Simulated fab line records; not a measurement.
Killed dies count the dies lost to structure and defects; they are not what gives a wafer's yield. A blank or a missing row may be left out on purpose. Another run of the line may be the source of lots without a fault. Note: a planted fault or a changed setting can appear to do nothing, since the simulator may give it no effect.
One fault seen from 2 desks | flow gf180mcu | each desk holds nothing but its own numbers, with what lay behind them at the end

== METROLOGY DESK ==
Means of the sampled wafers that have a number, per lot and without regard to the tool the lot ran on: this is what the gauges read. Marked OUT: a lot whose mean sits more than 4 standard deviations from the usual mean, which makes it out of limits; the brackets give that distance.
Columns: A = V3_W_RS at GF_V3_RS_MEAS_24, usual 0.324 ohm/sq
lot  | first seen here | A
L571 | day 22 10:13    | 0.323
L573 | day 23 02:34    | 0.328
L577 | day 24 13:48    | 0.317
L580 | day 25 11:04    | 0.325
L582 | day 26 05:12    | 0.321
L584 | day 26 20:54    | 0.327
L585 | day 27 05:49    | 0.326
L587 | day 27 16:02    | 0.318
L588 | day 28 03:17    | 0.327
L589 | day 28 08:55    | 0.322
L590 | day 28 13:05    | 0.327
L591 | day 28 18:48    | 0.331
L593 | day 29 11:47    | 0.324
L594 | day 29 18:29    | 0.325
This desk found nothing out of limits on any of the 14 lots.

== TOOL OWNER'S DESK, cmp-01 ==
The tool's own readings at GF_V3_CMP_26 (polishes, stops on SiO2, t overpolish 15 s, target thk 0 nm): means of the sampled wafers that have a number, for each lot that ran on this tool. Marked OUT: a lot whose mean sits more than 4 standard deviations from the usual mean, which makes it out of limits; the brackets give that distance.
Columns: A = headPressurePsi at GF_V3_CMP_26, usual 3.501 psi; B = motorCurrentA at GF_V3_CMP_26, usual 11.7 A; C = overpolishRunS at GF_V3_CMP_26, usual 15.002 s; D = timeToEndpointS at GF_V3_CMP_26, usual 83 s
lot  | first seen here | A     | B    | C                        | D
L571 | day 22 10:22    | 3.502 | 12.4 | 14.991                   | 82
L573 | day 23 03:04    | 3.504 | 11.1 | 10.019 (-99 or more) OUT | 97
L577 | day 24 13:59    | 3.504 | 11.0 | 0.038 (-99 or more) OUT  | 133 (+14) OUT
L584 | day 26 21:08    | 3.500 | 11.0 | 14.994                   | 81
L589 | day 28 09:07    | 3.498 | 11.5 | 15.001                   | 84
L590 | day 28 13:32    | 3.508 | 10.7 | 14.999                   | 85
L593 | day 29 11:59    | 3.508 | 11.9 | 14.999                   | 87
This desk finds L573, L577 out of limits, L573 being first, at day 23 03:04 (overpolishRunS at GF_V3_CMP_26). L571, L584, L589, L590, L593: within limits.

== PUT TOGETHER ==
The tool owner's desk had the chance to raise an alarm at day 23 03:04 on L573, L577.
The metrology desk saw nothing out of limits.
The metrology desk holds a record of L573, L577, inside its limits.
Of the lots named, all ran GF_V3_CMP_26 on cmp-01.

== WHAT THE SIMULATOR PUT IN ==
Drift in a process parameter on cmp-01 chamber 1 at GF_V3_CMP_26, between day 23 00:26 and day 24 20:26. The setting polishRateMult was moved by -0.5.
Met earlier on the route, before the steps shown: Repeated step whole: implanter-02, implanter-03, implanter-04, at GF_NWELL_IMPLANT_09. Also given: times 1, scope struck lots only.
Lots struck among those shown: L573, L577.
How many hours passed from the start of the fault until each desk's first out-of-limits reading: the tool owner's desk, 3.
